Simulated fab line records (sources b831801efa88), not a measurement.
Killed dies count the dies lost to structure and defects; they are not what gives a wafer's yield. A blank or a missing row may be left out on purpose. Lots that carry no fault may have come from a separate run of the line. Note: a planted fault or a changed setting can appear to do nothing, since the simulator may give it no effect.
Which tool did it? ; flow gf180mcu ; 24 lots with 72 wafers sampled at 3 steps, on a route of 602 steps

WHAT EACH GAUGE READ, for each wafer
GF_NSD_TW_MEAS_12. Usual: for NSD_TW the level is 4234 and the standard deviation is 31.
lot;measured;on;NSD_TW;flag
L074;day 13 04:08;filmMetro-04;4252 4223 4250;
L075;day 13 15:17;filmMetro-01;4238 4232 4225;
L076;day 13 16:32;filmMetro-04;4227 4219 4257;
L077;day 13 22:40;filmMetro-04;4231 4241 4227;
L078;day 14 08:53;filmMetro-04;4195 4216 4205;
L079;day 14 13:11;filmMetro-03;4252 4235 4255;
L080;day 14 20:06;filmMetro-03;4222 4229 4226;
L081;day 15 09:23;filmMetro-01;4269 4305 4298;
L082;day 15 19:26;filmMetro-01;4274 4293 4267;
L084;day 16 08:58;filmMetro-01;4263 4246 4265;
L083;day 16 08:22;filmMetro-01;4289 4277 4271;
L085;day 16 15:04;filmMetro-03;4218 4200 4212;
L086;day 16 21:55;filmMetro-04;4220 4213 4223;
L087;day 17 17:23;filmMetro-04;4189 4184 4180;
L088;day 17 18:23;filmMetro-04;4204 4200 4181;
L089;day 18 16:01;filmMetro-04;4227 4250 4249;
L090;day 18 16:41;filmMetro-03;4224 4226 4195;
L091;day 19 01:56;filmMetro-03;4181 4190 4176;
L093;day 19 14:08;filmMetro-04;4232 4232 4210;
L092;day 19 14:26;filmMetro-03;4195 4211 4197;
L094;day 19 21:03;filmMetro-01;4276 4283 4295;
L095;day 20 10:18;filmMetro-04;4210 4221 4222;
L096;day 20 10:53;filmMetro-03;4253 4222 4247;
L097;day 21 01:53;filmMetro-03;4254 4245 4234;

TOOL THAT RAN EACH LOT (tool first, then ch and the chambers of the sampled wafers, then the start)
lot;GF_HV_LDD_STRIP_10;GF_HV_LDD_STRIP_49
L074;plasmaAsher-04 ch 0, day 9 19:18;plasmaAsher-01 ch 0, day 12 03:29
L075;plasmaAsher-02 ch 0,1, day 10 02:17;plasmaAsher-02 ch 0,1, day 12 10:14
L076;plasmaAsher-04 ch 0,1, day 10 03:22;plasmaAsher-04 ch 0,1, day 12 12:20
L077;plasmaAsher-01 ch 0,1, day 10 09:58;plasmaAsher-04 ch 0,1, day 12 20:04
L078;plasmaAsher-04 ch 0,1, day 10 20:01;plasmaAsher-04 ch 0,1, day 13 06:32
L079;plasmaAsher-02 ch 0,1, day 11 04:40;plasmaAsher-01 ch 0,1, day 13 14:04
L080;plasmaAsher-04 ch 0,1, day 11 09:02;plasmaAsher-04 ch 0,1, day 13 20:20
L081;plasmaAsher-04 ch 0,1, day 11 17:20;plasmaAsher-04 ch 0,1, day 14 05:32
L082;plasmaAsher-01 ch 0,1, day 12 03:13;plasmaAsher-02 ch 0,1, day 14 15:49
L084;plasmaAsher-01 ch 0,1, day 12 15:23;plasmaAsher-02 ch 0,1, day 15 06:10
L083;plasmaAsher-02 ch 0,1, day 12 15:23;plasmaAsher-04 ch 0,1, day 15 05:28
L085;plasmaAsher-02 ch 0,1, day 12 20:40;plasmaAsher-02 ch 0,1, day 15 12:50
L086;plasmaAsher-04 ch 0,1, day 13 05:08;plasmaAsher-02 ch 0,1, day 15 20:08
L087;plasmaAsher-04 ch 0,1, day 13 21:23;plasmaAsher-01 ch 0,1, day 16 15:19
L088;plasmaAsher-02 ch 0,1, day 13 21:34;plasmaAsher-02 ch 0,1, day 16 15:26
L089;plasmaAsher-01 ch 0,1, day 14 13:58;plasmaAsher-02 ch 0,1, day 17 11:50
L090;plasmaAsher-02 ch 0,1, day 14 14:53;plasmaAsher-04 ch 0,1, day 17 12:02
L091;plasmaAsher-02 ch 0,1, day 14 23:26;plasmaAsher-01 ch 0,1, day 17 22:32
L093;plasmaAsher-01 ch 0,1, day 15 10:40;plasmaAsher-02 ch 0,1, day 18 08:53
L092;plasmaAsher-04 ch 0,1, day 15 10:58;plasmaAsher-04 ch 0,1, day 18 09:11
L094;plasmaAsher-01 ch 0,1, day 15 17:52;plasmaAsher-04 ch 0,1, day 18 16:40
L095;plasmaAsher-01 ch 0,1, day 16 06:50;plasmaAsher-04 ch 0,1, day 19 06:20
L096;plasmaAsher-02 ch 0,1, day 16 06:59;plasmaAsher-02 ch 0,1, day 19 06:38
L097;plasmaAsher-01 ch 0,1, day 16 20:13;plasmaAsher-04 ch 0,1, day 19 21:49
- GF_HV_LDD_STRIP_10: strips in O2/N2.
- GF_HV_LDD_STRIP_49: strips in O2/N2.

AS READ BY THE TOOLS THEMSELVES (means over the sampled wafers that have a number; for cases with no such wafer, the mark the record gives instead)
GF_HV_LDD_STRIP_10. Usual: drypumpMotorCurrentA 5.73 A, standard deviation 0.29; heaterPowerW 335 W, standard deviation 33; oesProductAu 0.716 a.u., standard deviation 0.0048; stripTimeToEndpointS 12.64 s, standard deviation 0.035.
lot;tool;drypumpMotorCurrentA (A);heaterPowerW (W);oesProductAu (a.u.);stripTimeToEndpointS (s);flag
L074;plasmaAsher-04;5.77;311;0.714;12.62;
L075;plasmaAsher-02;5.50;296;0.715;12.62;
L076;plasmaAsher-04;5.77;323;0.718;12.67;
L077;plasmaAsher-01;5.83;369;0.718;12.60;
L078;plasmaAsher-04;5.75;333;0.713;12.60;
L079;plasmaAsher-02;5.82;315;0.719;12.64;
L080;plasmaAsher-04;5.77;317;0.719;12.66;
L081;plasmaAsher-04;5.75;335;0.713;12.58;
L082;plasmaAsher-01;5.71;378;0.718;12.66;
L084;plasmaAsher-01;5.83;370;0.715;12.65;
L083;plasmaAsher-02;5.51;298;0.711;12.62;
L085;plasmaAsher-02;5.49;302;0.713;12.63;
L086;plasmaAsher-04;5.74;331;0.717;12.62;
L087;plasmaAsher-04;5.78;319;0.718;12.69;
L088;plasmaAsher-02;5.50;301;0.712;12.67;
L089;plasmaAsher-01;5.79;372;0.710;12.67;
L090;plasmaAsher-02;5.49;298;0.715;12.66;
L091;plasmaAsher-02;5.49;301;0.717;12.58;
L093;plasmaAsher-01;5.80;367;0.714;12.61;
L092;plasmaAsher-04;5.76;337;0.718;12.67;
L094;plasmaAsher-01;5.73;380;0.714;12.67;
L095;plasmaAsher-01;5.70;376;0.716;12.62;
L096;plasmaAsher-02;5.83;311;0.712;12.63;
L097;plasmaAsher-01;5.72;374;0.718;12.68;

GF_HV_LDD_STRIP_49. Usual: drypumpMotorCurrentA 5.7 A, standard deviation 0.3; heaterPowerW 327 W, standard deviation 30; oesProductAu 0.716 a.u., standard deviation 0.0051; stripTimeToEndpointS 12.65 s, standard deviation 0.034.
lot;tool;drypumpMotorCurrentA (A);heaterPowerW (W);oesProductAu (a.u.);stripTimeToEndpointS (s);flag
L074;plasmaAsher-01;5.9;363;0.720;12.69;
L075;plasmaAsher-02;5.5;306;0.715;12.67;
L076;plasmaAsher-04;5.8;322;0.711;12.64;
L077;plasmaAsher-04;5.7;339;0.715;12.69;
L078;plasmaAsher-04;5.8;325;0.714;12.62;
L079;plasmaAsher-01;5.7;379;0.719;12.63;
L080;plasmaAsher-04;5.7;338;0.716;12.64;
L081;plasmaAsher-04;5.7;338;0.713;12.61;
L082;plasmaAsher-02;5.8;304;0.716;12.59;
L084;plasmaAsher-02;5.5;298;0.714;12.66;
L083;plasmaAsher-04;5.7;332;0.720;12.65;
L085;plasmaAsher-02;5.8;313;0.713;12.63;
L086;plasmaAsher-02;5.5;301;0.720;12.66;
L087;plasmaAsher-01;5.8;371;0.720;12.66;
L088;plasmaAsher-02;5.5;301;0.717;12.64;
L089;plasmaAsher-02;5.5;301;0.716;12.63;
L090;plasmaAsher-04;5.7;332;0.714;12.68;
L091;plasmaAsher-01;5.7;382;0.712;12.63;
L093;plasmaAsher-02;5.5;303;0.719;12.68;
L092;plasmaAsher-04;5.8;320;0.716;12.65;
L094;plasmaAsher-04;5.8;320;0.714;12.64;
L095;plasmaAsher-04;5.7;329;0.715;12.64;
L096;plasmaAsher-02;5.8;313;0.710;12.68;
L097;plasmaAsher-04;5.7;337;0.718;12.64;

THE ANSWER, worked out from the rows above alone
Rule: lot off if the mean of its wafers having a number is beyond 3 standard deviations from the usual mean. A lot without any number at a reading at which 4 lots or more have one is off too. Any other lot the step has rows for is counted as sound. After the gauges, taken in route order, come the tools' own readings; for these a lot's mean is taken, as printed above. The first step at which some lot is off is used, and at that step the reading that is off furthest; a lot without a number counts as furthest.
No lot is off at any reading shown: from this, nothing can be told.

WHAT HAD BEEN PUT IN BY THE SIMULATOR
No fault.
